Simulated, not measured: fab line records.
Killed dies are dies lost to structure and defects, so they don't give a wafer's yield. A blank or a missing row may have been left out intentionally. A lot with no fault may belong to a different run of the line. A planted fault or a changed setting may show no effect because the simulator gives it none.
Code-filled problem report in 8D (eight disciplines) form	flow gf180mcu	the parts of the form that need people (team, actions taken, sign-off) are left out

## 1. WHAT WENT WRONG
bias w at GF_V4_ETCH_17 reads a mean of 1568 W on 1 wafer of 1 lot; wafers without a fault read 1201 W with a standard deviation of 3.7. That is +99 or more standard deviations from the usual mean.
The step: etches SiO2 in C4F8/O2/Ar, stops on TiN, target depth 630 nm.
First seen on wafer L970.4, day 31 01:00, on rie diel-01. At this step, 36 wafers from 12 lots have a number in the record. By rule, "out" or "out of limits" means more than 4 standard deviations away from the usual mean. The other wafers with a number count as sound.

## 2. WHAT IT IS AND WHAT IT IS NOT
question	is	is not
which readings at this step	bias w	oes product au
which lots	L970	L950, L951, L952, L954, L956, L958, L959, L962, L964, L969, L971
which wafers of those lots	L970.4	L970.2, L970.5
read on which tools	rie diel-01	rie diel-02, rie diel-03
when	from day 31 01:00	up to then (32 sound wafers); but 3 sound wafers of L971 came after

## 3. THE SUSPECTS, EACH WITH WHAT RULES IT OUT
Counting: a tool at a process step up to the reading stays a suspect if it ran every lot that is out. Sound lots after the first of them don't rule it out here, since some wafers of a struck lot are sound.
- plasma asher-02 at GF_M4_STRIP_17 (strips in O2/N2): kept. L970, the lot that is out, went through it at day 30 06:00; up to then, the latest sound lot through it was L969 at day 29 23:32.
- rie diel-01 at GF_V4_ETCH_16 (etches BARC in N2/H2): kept. L970, the lot that is out, went through it at day 31 01:06; up to then, the latest sound lot through it was L964 at day 29 13:33.
- rie diel-01 at GF_V4_ETCH_17 (etches SiO2 in C4F8/O2/Ar, stops on TiN, target depth 630 nm): kept. L970, the lot that is out, went through it at day 31 01:00; up to then, the latest sound lot through it was L964 at day 29 13:00. On those wafers its own readings are out: bias w.
- The sound lot-mates ran in chamber 1 of plasma asher-02 at GF_M4_STRIP_17, but the wafers that are out ran in chamber 0.
- In rie diel-01 at GF_V4_ETCH_16, the wafers that are out were processed in chamber 2 and their sound lot-mates in chambers 0, 3.
- In rie diel-01 at GF_V4_ETCH_17, the wafers that are out were processed in chamber 2 and their sound lot-mates in chambers 0, 3.
Left after counting: plasma asher-02 at GF_M4_STRIP_17, rie diel-01 at GF_V4_ETCH_16, rie diel-01 at GF_V4_ETCH_17.

## 4. THE CAUSE (what the simulator had put in)
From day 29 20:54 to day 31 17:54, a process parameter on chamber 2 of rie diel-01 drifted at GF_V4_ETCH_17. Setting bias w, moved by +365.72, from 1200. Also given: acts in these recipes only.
This tool is one of the 3 suspects left after counting.

## 5. THE CHAIN OF EFFECTS, in route order
Each row: a reading where the mean over the struck wafers with a number is more than 3 standard deviations away from the usual. Only readings for which the record gives a usual standard deviation are gone through. hours: the time from each lot's start at the first step in this table that gives one to its start at this step, as a median over the lots. sigmas: the change in usual standard deviations.
hours	step	reading	usual	on struck wafers	change	sigmas
0	GF_V4_ETCH_17	bias w	1201 W	1568	+367	+99 or more
It contains these process steps:
- GF_V4_ETCH_17: etches SiO2 in C4F8/O2/Ar, stops on TiN, target depth 630 nm.
At these later measuring or inspecting steps, every struck wafer for which the step has a row has a number for every such reading, and none has moved that far: GF_V4_THK_MEAS_25.

## 6. HOW IT WOULD HAVE BEEN CAUGHT EARLIER
The fault began at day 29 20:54; the first out-of-limits reading in this record came at day 31 01:00, 28 hours later.
